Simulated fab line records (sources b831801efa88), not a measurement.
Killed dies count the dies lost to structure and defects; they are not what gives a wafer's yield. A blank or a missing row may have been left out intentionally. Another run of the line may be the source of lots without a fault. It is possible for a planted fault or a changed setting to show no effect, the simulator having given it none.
Which tool was responsible?	flow gf180mcu	42 wafers from 14 lots sampled at 3 of the route's 602 steps

## WHAT THE GAUGES SHOWED, per wafer
GF_TOP_METAL_THK_MEAS_06: measures by xrf. Usual: for TOP_METAL_ALCU_THK the level is 909 nm and the standard deviation is 9.4.
lot	measured	on	TOP_METAL_ALCU_THK (nm)	flag
L569	day 27 04:26	film metro-02	903 900 890	
L570	day 27 14:52	film metro-04	906 909 903	
L572	day 28 05:16	film metro-02	923 928 922	
L573	day 28 14:58	film metro-04	907 910 915	
L575	day 28 23:59	film metro-04	915 908 921	
L576	day 29 14:59	film metro-02	911 915 906	
L578	day 30 00:06	film metro-02	916 913 898	
L579	day 30 12:53	film metro-02	922 914 922	
L581	day 30 22:09	film metro-02	904 910 908	
L582	day 31 01:04	film metro-04	927 922 917	
L584	day 31 16:38	film metro-03	903 903 908	
L585	day 32 00:07	film metro-03	895 902 906	
L586	day 32 06:04	film metro-02	920 926 920	
L588	day 32 17:35	film metro-02	911 918 911	

## TOOL THAT RAN EACH LOT (tool first, then ch and the chambers of the sampled wafers, then the start)
lot	GF_VT_IMPLANT_STRIP_31	GF_V5_CVD_23
L569	plasma asher-02 ch 0,1, day 6 22:37	cvd w-01 ch 0,1, day 27 03:30
L570	plasma asher-02 ch 0,1, day 7 01:51	cvd w-01 ch 0,1, day 27 13:56
L572	plasma asher-01 ch 0,1, day 7 16:11	cvd w-01 ch 0,1, day 28 04:19
L573	plasma asher-02 ch 0,1, day 8 00:11	cvd w-01 ch 0,1, day 28 14:02
L575	plasma asher-03 ch 0,1, day 8 10:05	cvd w-02 ch 0,1, day 28 23:03
L576	plasma asher-01 ch 0, day 8 20:30	cvd w-02 ch 0,1, day 29 14:03
L578	plasma asher-02 ch 0,1, day 9 06:47	cvd w-01 ch 0,1, day 29 23:09
L579	plasma asher-02 ch 0,1, day 9 18:03	cvd w-01 ch 0,1, day 30 11:58
L581	plasma asher-03 ch 0,1, day 10 04:48	cvd w-02 ch 0,1, day 30 21:14
L582	plasma asher-03 ch 0,1, day 10 08:48	cvd w-02 ch 0,1, day 31 00:09
L584	plasma asher-03 ch 0,1, day 11 01:37	cvd w-02 ch 0,1, day 31 15:43
L585	plasma asher-03 ch 0,1, day 11 05:58	cvd w-01 ch 0,1, day 31 23:10
L586	plasma asher-01 ch 0,1, day 11 12:09	cvd w-02 ch 0,1, day 32 05:05
L588	plasma asher-02 ch 0,1, day 12 02:10	cvd w-02 ch 0,1, day 32 16:25
- GF_VT_IMPLANT_STRIP_31: strips in O2/N2.
- GF_V5_CVD_23: deposits W, target thk 350 nm, time 104.9 s.

## WHAT THE TOOLS THEMSELVES READ (means of the sampled wafers that have a number; where no wafer has one, the mark that the record gives instead)
GF_VT_IMPLANT_STRIP_31. Usual: drypump motor current A 5.8 A, standard deviation 0.53; heater power w 301 W, standard deviation 19; oes product au 0.716 a.u., standard deviation 0.0046; strip time to endpoint s 12.720 s, standard deviation 0.029.
lot	tool	drypump motor current A (A)	heater power w (W)	oes product au (a.u.)	strip time to endpoint s (s)	flag
L569	plasma asher-02	5.0	309	0.713	12.710	
L570	plasma asher-02	5.0	307	0.716	12.745	
L572	plasma asher-01	6.1	319	0.716	12.680	
L573	plasma asher-02	5.0	312	0.714	12.719	
L575	plasma asher-03	6.1	294	0.713	12.715	
L576	plasma asher-01	6.1	332	0.718	12.744	
L578	plasma asher-02	5.2	302	0.715	12.709	
L579	plasma asher-02	5.1	301	0.716	12.718	
L581	plasma asher-03	6.3	284	0.714	12.703	
L582	plasma asher-03	6.1	296	0.715	12.735	
L584	plasma asher-03	6.1	292	0.717	12.710	
L585	plasma asher-03	6.3	284	0.717	12.754	
L586	plasma asher-01	6.1	306	0.717	12.726	
L588	plasma asher-02	5.1	301	0.714	12.725	

GF_V5_CVD_23. Usual: heater power w reads 887 W (standard deviation 66).
lot	tool	heater power w (W)	flag
L569	cvd w-01	922	
L570	cvd w-01	938	
L572	cvd w-01	943	
L573	cvd w-01	928	
L575	cvd w-02	844	
L576	cvd w-02	828	
L578	cvd w-01	936	
L579	cvd w-01	926	
L581	cvd w-02	849	
L582	cvd w-02	825	
L584	cvd w-02	826	
L585	cvd w-01	937	
L586	cvd w-02	811	
L588	cvd w-02	840	

## THE ANSWER, worked out from the rows above alone
Rule: lot off if the mean of its wafers having a number is beyond 3 standard deviations from the usual mean. Also off: a lot with no number at a reading for which 4 or more lots have one. Where the step has rows for the other lots, those lots are counted as sound. The gauges are gone through in route order, then the tools' own readings, and for those a lot's mean is taken as printed above. The first step at which some lot is off is used, and at that step the reading that is off furthest; a lot without a number counts as furthest.
No lot is off on any of the readings shown, so nothing can be concluded from this.

## WHAT WAS PUT IN BY THE SIMULATOR
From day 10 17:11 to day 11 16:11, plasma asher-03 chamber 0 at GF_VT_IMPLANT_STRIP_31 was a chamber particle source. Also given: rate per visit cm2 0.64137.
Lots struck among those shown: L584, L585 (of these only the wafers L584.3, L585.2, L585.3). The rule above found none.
